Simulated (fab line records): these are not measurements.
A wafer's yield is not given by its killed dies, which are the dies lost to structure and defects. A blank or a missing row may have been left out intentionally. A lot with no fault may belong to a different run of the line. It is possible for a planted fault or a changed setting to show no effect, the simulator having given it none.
Chamber matching -- flow gf180mcu -- GF_STI_CMP_25 on cmp-02: 4 sister chambers
The step polishes, stops on Si3N4, t overpolish 33 s, target thk 524.6 nm. 14 wafers are shown with their chamber, then 7 later ones without.

WAFERS WITH THEIR CHAMBER
wafer,chamber,motor current A (A),time to endpoint s (s),overpolish run s (s)
L549.1,1,11.6,125,32.991
L549.5,0,11.8,129,33.006
L549.6,1,11.9,127,33.003
L550.2,2,9.7,133,32.996
L550.4,1,12.4,128,32.994
L550.6,0,12.6,132,33.019
L552.4,1,12.2,126,32.995
L552.5,1,12.0,129,32.999
L552.6,0,12.1,130,32.995
L563.3,2,10.1,114,33.002
L563.4,3,12.2,120,32.990
L563.5,1,12.1,115,32.990
L565.2,1,11.6,119,33.000
L565.4,3,12.5,119,33.004

SIGNATURES (averages over the wafers above)
reading,chamber 0,chamber 1,chamber 2,chamber 3,scatter within a chamber
motor current A,12.167,11.971,9.900,12.350,0.314
time to endpoint s,130.33,124.14,123.50,119.50,5.89
overpolish run s,33.00667,32.99600,32.99900,32.99700,0.00738
Rule: for each reading, subtract the chamber's mean from the wafer's reading, divide by that reading's scatter and square the result; add these up over the readings and take the root, which gives the wafer's distance from the chamber. If the next closest chamber is less than 2 further off than the closest, the wafer can't be placed; otherwise it belongs to the closest. How the scatter is found: for the shown wafers, subtract from each reading the mean of its chamber, square and add these, divide the total by (wafers less chambers), then take the root.

WAFERS WITH NO CHAMBER GIVEN
wafer,motor current A (A),time to endpoint s (s),overpolish run s (s)
L565.6,10.4,118,32.993
L567.1,11.8,115,32.988
L567.3,11.5,119,33.010
L567.4,10.0,116,32.995
L568.1,11.3,118,33.001
L568.2,10.3,117,32.996
L568.6,12.5,121,33.006

EACH ONE'S CHAMBER
wafer,from the rows above,in truth
L565.6,2,2
L567.1,can't be placed: 1 or 3 or 0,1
L567.3,can't be placed: 1 or 0 or 3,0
L567.4,2,2
L568.1,can't be placed: 1 or 3 or 0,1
L568.2,2,2
L568.6,can't be placed: 3 or 0 or 1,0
Correctly placed: 3 of 7. Not placeable from these rows: 4 (in 4, the candidates include the true chamber). Placed wrongly: 0.
